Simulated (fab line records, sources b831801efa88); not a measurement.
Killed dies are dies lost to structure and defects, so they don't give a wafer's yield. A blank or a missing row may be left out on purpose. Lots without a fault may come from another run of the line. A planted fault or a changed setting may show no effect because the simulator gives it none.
fab line records | flow sky130
record lots=12 wafers=36 last_day=50
route steps=708 shown FIELD_ISO@28 NWELL@71 VT_ADJUST_LVTN@118 GATE_OXIDE@201
lots that met no fault: from a run of the same line without faults
start_h: hours from the record's first day to the start of the lot's first wafer shown | wait_h: hours since the lot's step before | " the same as in the row above | L1.1+2: a row that stands for several wafers | - no value, or no start given | * or withheld: withheld | < > ~ a bound
route shown NAME@n: a module of which the file shows steps, and the number in the route of the first | usual: mean/standard deviation of fault-free wafers | same: alike in all rows | chamber/n: place in a boat | sites: the reading at each site | _std_site: their standard deviation | _edge_site: outer sites' mean less inner sites' | radius_mm: how far each site lies from the wafer's centre | mask NAME#n: copy n | behind: the tool/chamber that last shaped the wafer | hold: why the lot was held/for how many hours/how that ended | device: the transistor (n, p or np) that didn't switch | end of line: the same wafers' tests at the end of the route | a step without rows: its recipe alone | killed: dies lost to structure and defects at the first sort, not the wafer's yield | map: a wafer's dies, x killed, . not, _ none there
set.NAME: the setting as run; set.NAME@STEP: as run at that earlier step | model.NAME: the simulator's own value behind a step, which no gauge read
steps of the route over a sample of lots; a table a step, a row a wafer
services: from which hour (start_h, from the record's first day; less than 0 if before it) a tool's chamber was out of use, for how many hours, and why
## steps
# step SKY_FIELD_ISO_CMP_27
# recipe stop_on=Si3N4 t_overpolish_s=16 down_force_psi=4 platen_rpm=60 target_thk_nm=457.8 pad_velocity_m_s=0.94248
# usual motor_current_A=12.1/0.61 overpolish_run_s=16.000/0.0094 retaining_ring_pressure_frac=1.001/0.0047 time_to_endpoint_s=112/4
# columns lot.wafer tool chamber start_h wait_h motor_current_A overpolish_run_s retaining_ring_pressure_frac time_to_endpoint_s
L868.3 cmp-02 0 35.15 0.0 11.9 15.984 0.996 114
L868.1 " 1 " " 12.2 15.999 0.998 110
L868.6 " 1 " " 11.6 15.990 1.000 108
L869.4 cmp-02 3 40.13 0.0 11.3 16.018 0.999 104
L869.1 " 0 " " 12.1 15.999 0.996 111
L869.5 " 3 " " 11.7 15.999 1.003 104
L870.1 cmp-01 2 44.67 0.0 12.3 16.018 1.002 111
L870.4 " 0 " " 12.2 15.994 0.998 111
L870.2 " 1 " " 10.9 15.983 1.006 110
L873.1 cmp-01 2 59.30 0.0 12.7 16.002 0.999 116
L873.4 " 1 " " 10.9 15.985 1.001 110
L873.6 " 3 " " 11.7 15.993 0.987 111
L875.1 cmp-01 1 70.46 0.1 10.6 15.996 0.997 115
L875.4 " 2 " " 12.3 15.991 1.002 117
L875.5 " 0 " " 12.3 15.996 1.000 121
L879.3 cmp-02 2 89.55 0.1 12.8 15.990 1.000 113
L879.2 " 0 " " 12.0 15.996 1.005 120
L879.5 " 1 " " 11.9 15.999 1.001 113
L883.4 cmp-01 3 112.29 0.0 11.9 16.000 1.002 108
L883.3 " 2 " " 12.8 15.988 0.997 114
L883.5 " 0 " " 12.6 16.015 1.006 116
L884.3 cmp-02 3 117.62 0.0 11.7 16.011 1.000 102
L884.2 " 2 " " 12.8 16.007 0.999 114
L884.5 " 3 " " 11.5 15.995 1.001 104
L887.2 cmp-02 0 135.96 0.0 11.9 16.010 1.004 109
L887.3 " 1 " " 11.8 15.994 1.003 109
L887.5 " 0 " " 12.0 15.996 1.000 112
L888.4 cmp-01 0 140.08 0.1 12.7 16.003 0.999 117
L888.1 " 1 " " 11.1 16.012 1.005 112
L888.5 " 3 " " 12.1 15.992 0.995 112
L889.2 cmp-01 1 143.59 0.0 11.1 16.001 0.998 113
L889.4 " 0 " " 13.0 16.001 1.007 118
L889.5 " 1 " " 11.5 15.978 1.003 111
L890.1 cmp-02 1 148.91 0.1 11.8 15.998 1.002 109
L890.3 " 2 " " 12.7 16.000 1.004 106
L890.2 " 3 " " 11.5 16.001 1.007 105
# step SKY_NWELL_COAT_18
# recipe spin_rpm=2000 resist_thk_nm=3000
# usual chill_plate_temp_C=23.01/0.099
# columns lot.wafer tool chamber start_h wait_h chill_plate_temp_C
L868.1 litho_track-02 0 97.99 0.1 22.96
L868.3 " 0 " " 22.88
L868.6 " 0 " " 22.97
L869.1 litho_track-02 0 103.84 0.1 22.98
L869.4 " 0 " " 23.06
L869.5 " 0 " " 23.09
L870.1 litho_track-01 0 105.85 0.1 22.97
L870.2 " 0 " " 23.05
L870.4 " 0 " " 22.93
L873.1 litho_track-02 0 123.69 0.1 23.01
L873.4 " 0 " " 23.03
L873.6 " 0 " " 22.98
L875.1 litho_track-02 0 135.19 0.1 23.05
L875.4 " 0 " " 22.89
L875.5 " 0 " " 23.01
L879.2 litho_track-02 0 156.01 0.1 22.96
L879.3 " 0 " " 23.02
L879.5 " 0 " " 23.08
L883.3 litho_track-02 0 185.89 0.1 23.20
L883.4 " 0 " " 23.24
L883.5 " 0 " " 23.03
L884.2 litho_track-01 0 191.08 0.1 22.88
L884.3 " 0 " " 22.77
L884.5 " 0 " " 22.83
L887.2 litho_track-03 0 210.88 0.1 23.02
L887.3 " 0 " " 23.12
L887.5 " 0 " " 22.89
L888.1 litho_track-03 0 215.96 0.1 22.92
L888.4 " 0 " " 23.10
L888.5 " 0 " " 22.99
L889.2 litho_track-01 0 221.08 0.1 23.25
L889.4 " 0 " " 23.15
L889.5 " 0 " " 23.13
L890.1 litho_track-03 0 226.51 0.1 23.08
L890.2 " 0 " " 22.78
L890.3 " 0 " " 22.87
# step SKY_NWELL_STRIP_25
# recipe chemistry=O2/N2 power_w=1400 pressure_mtorr=1500 platen_temp_c=withheld o2_flow_sccm=3000 n2_flow_sccm=300 overash_fraction=0.5
# usual drypump_motor_current_A=5.7/0.61 oes_product_au=0.722/0.0045 strip_time_to_endpoint_s=36.92/0.13
# columns lot.wafer tool chamber start_h wait_h drypump_motor_current_A oes_product_au rf_hours_counter_h strip_time_to_endpoint_s
L868.1 plasma_asher-02 1 107.29 0.1 6.1 0.727 30 36.80
L868.3 " 0 " " 4.9 0.728 - 36.87
L868.6 " 1 " " 6.2 0.717 - 36.92
L869.1 plasma_asher-03 0 113.04 0.1 5.3 0.730 38 36.82
L869.4 " 1 " " 5.3 0.720 - 36.87
L869.5 " 1 " " 5.2 0.716 - 36.76
L870.1 plasma_asher-03 1 115.24 0.1 5.2 0.722 38 36.80
L870.2 " 0 " " 5.3 0.719 38 36.79
L870.4 " 1 " " 5.3 0.721 - 36.87
L873.1 plasma_asher-04 0 132.94 0.1 6.6 0.724 1 36.96
L873.4 " 0 " " 6.6 0.714 - 37.03
L873.6 " 0 " " 6.6 0.713 - 37.01
L875.1 plasma_asher-02 1 144.67 0.1 6.2 0.728 34 37.02
L875.4 " 1 " " 6.2 0.723 - 37.05
L875.5 " 0 " " 4.9 0.722 - 37.19
L879.2 plasma_asher-03 1 166.14 0.1 5.3 0.724 44 21.60
L879.3 " 1 " " 5.3 0.712 - 21.61
L879.5 " 1 " " 5.2 0.718 - 21.63
L883.3 plasma_asher-02 1 196.57 0.1 6.1 0.710 - 21.76
L883.4 " 0 " " 4.9 0.718 - 21.79
L883.5 " 1 " " 6.2 0.718 - 21.73
L884.2 plasma_asher-04 0 203.09 0.1 6.6 0.724 8 36.86
L884.3 " 1 " " 5.4 0.726 - 36.99
L884.5 " 0 " " 6.6 0.722 - 36.82
L887.2 plasma_asher-02 0 222.29 0.1 4.9 0.726 42 36.77
L887.3 " 0 " " 4.9 0.719 - 36.72
L887.5 " 1 " " 6.2 0.722 - 36.77
L888.1 plasma_asher-02 1 228.54 0.1 6.1 0.728 42 36.92
L888.4 " 1 " " 6.1 0.721 - 36.84
L888.5 " 0 " " 4.9 0.728 - 36.85
L889.2 plasma_asher-02 1 232.92 0.1 6.2 0.725 43 36.87
L889.4 " 0 " " 4.9 0.722 - 36.88
L889.5 " 0 " " 4.9 0.728 - 36.74
L890.1 plasma_asher-04 1 237.74 0.1 5.4 0.726 12 36.68
L890.2 " 0 " " 6.6 0.717 12 36.73
L890.3 " 0 " " 6.6 0.724 - 36.55
# step SKY_VT_ADJUST_LVTN_TW_MEAS_21
# usual VT_ADJUST_LVTN_2_TW=188.1/1.4
# columns lot.wafer tool chamber start_h wait_h VT_ADJUST_LVTN_2_TW
L868.1 film_metro-03 - 165.06 0.1 187.7
L868.3 " - " " 188.5
L868.6 " - " " 189.2
L869.1 film_metro-01 - 171.01 0.1 187.5
L869.4 " - " " 187.2
L869.5 " - " " 187.5
L870.1 film_metro-01 - 174.11 0.1 186.8
L870.2 " - " " 186.4
L870.4 " - " " 187.3
L873.1 film_metro-02 - 193.89 0.1 189.5
L873.4 " - " " 189.6
L873.6 " - " " 190.4
L875.1 film_metro-03 - 209.64 0.1 187.0
L875.4 " - " " 186.9
L875.5 " - " " 186.7
L879.2 film_metro-03 - 234.15 0.1 187.1
L879.3 " - " " 186.4
L879.5 " - " " 186.7
L883.3 film_metro-03 - 267.06 0.1 187.7
L883.4 " - " " 187.5
L883.5 " - " " 186.9
L884.2 film_metro-02 - 272.50 0.1 189.2
L884.3 " - " " 188.1
L884.5 " - " " 190.2
L887.2 film_metro-01 - 296.40 0.1 187.2
L887.3 " - " " 187.5
L887.5 " - " " 187.5
L888.1 film_metro-01 - 302.74 0.1 186.3
L888.4 " - " " 186.8
L888.5 " - " " 187.8
L889.2 film_metro-02 - 306.85 0.1 188.8
L889.4 " - " " 189.6
L889.5 " - " " 189.5
L890.1 film_metro-01 - 312.39 0.1 187.6
L890.2 " - " " 186.8
L890.3 " - " " 185.6
# step SKY_GATE_OXIDE_TW_MEAS_14
# usual GATE_OXIDE_TW=223.2/1.8
# columns lot.wafer tool chamber start_h wait_h GATE_OXIDE_TW
L868.1 film_metro-03 - 309.63 0.1 223.6
L868.3 " - " " 221.8
L868.6 " - " " 223.5
L869.1 film_metro-03 - 319.48 0.1 221.9
L869.4 " - " " 220.5
L869.5 " - " " 222.1
L870.1 film_metro-01 - 327.23 0.1 222.7
L870.2 " - " " 223.5
L870.4 " - " " 222.9
L873.1 film_metro-03 - 350.99 0.1 225.8
L873.4 " - " " 224.4
L873.6 " - " " 226.3
L875.1 film_metro-03 - 369.15 0.1 225.5
L875.4 " - " " 225.5
L875.5 " - " " 225.9
L879.2 film_metro-04 - 399.59 0.1 221.4
L879.3 " - " " 221.9
L879.5 " - " " 221.6
L883.3 film_metro-01 - 445.01 0.1 222.7
L883.4 " - " " 224.3
L883.5 " - " " 224.0
L884.2 film_metro-04 - 455.61 0.1 220.5
L884.3 " - " " 221.9
L884.5 " - " " 221.4
L887.2 film_metro-03 - 477.21 0.1 226.2
L887.3 " - " " 225.5
L887.5 " - " " 225.8
L888.1 film_metro-03 - 492.74 0.1 225.4
L888.4 " - " " 224.8
L888.5 " - " " 223.5
L889.2 film_metro-03 - 508.70 0.1 225.3
L889.4 " - " " 225.5
L889.5 " - " " 226.6
L890.1 film_metro-04 - 509.69 0.1 222.2
L890.2 " - " " 219.9
L890.3 " - " " 220.4
## services
# columns tool chamber start_h hours kind
plasma_asher-03 - 28.47 3.5 repair
plasma_asher-03 - 31.02 20.3 repair
plasma_asher-03 - 35.24 1.2 repair
plasma_asher-03 - 38.38 3.4 repair
cmp-01 - 64.00 4.0 pm
cmp-01 - 68.00 - consumable_replace:conditioner
cmp-01 - 68.00 - consumable_replace:pad
cmp-02 - 68.00 4.5 pm
cmp-02 - 72.88 0.8 repair
cmp-01 - 79.94 2.1 repair
cmp-02 - 82.33 5.1 pm
cmp-01 - 95.77 0.3 repair
plasma_asher-04 - 108.75 9.0 pm
cmp-02 - 128.75 0.5 repair
cmp-02 - 138.64 5.0 repair
cmp-02 - 140.64 2.7 repair
cmp-02 - 150.02 1.5 repair
cmp-02 - 176.24 2.6 repair
cmp-01 - 176.44 2.3 repair
cmp-02 - 211.32 0.3 repair
cmp-01 - 223.33 4.7 pm
cmp-02 - 232.00 4.0 pm
cmp-02 - 236.00 - consumable_replace:conditioner
cmp-02 - 236.00 - consumable_replace:pad
## key
first_sign step=SKY_NWELL_STRIP_25 reading=strip_time_to_endpoint_s direction=down sigmas=99+ usual=* struck=*
effect none on later readings
met_at SKY_NWELL_COAT_18
struck_lots L879,L883
tester_left_out L879,L883
not_acting_at SKY_FIELD_ISO_CMP_27,SKY_VT_ADJUST_LVTN_TW_MEAS_21,SKY_GATE_OXIDE_TW_MEAS_14
onset_between 135.19 156.01
fault kind=process_parameter_drift tool=litho_track-02 chamber=- onset_h=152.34 steps=SKY_NWELL_COAT_18 channel=resist_thk_nm offset=-1314.1 shape=step end_h=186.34 acts_in=these_recipes_only stated=3000
# tester_left_out: of these lots the tester's yield and bins aren't shown, on N5 and GAA mostly nor the transistor test; their killed dies are dies lost to structure and defects alone, not to doping, threshold or leakage, so they don't give the yield
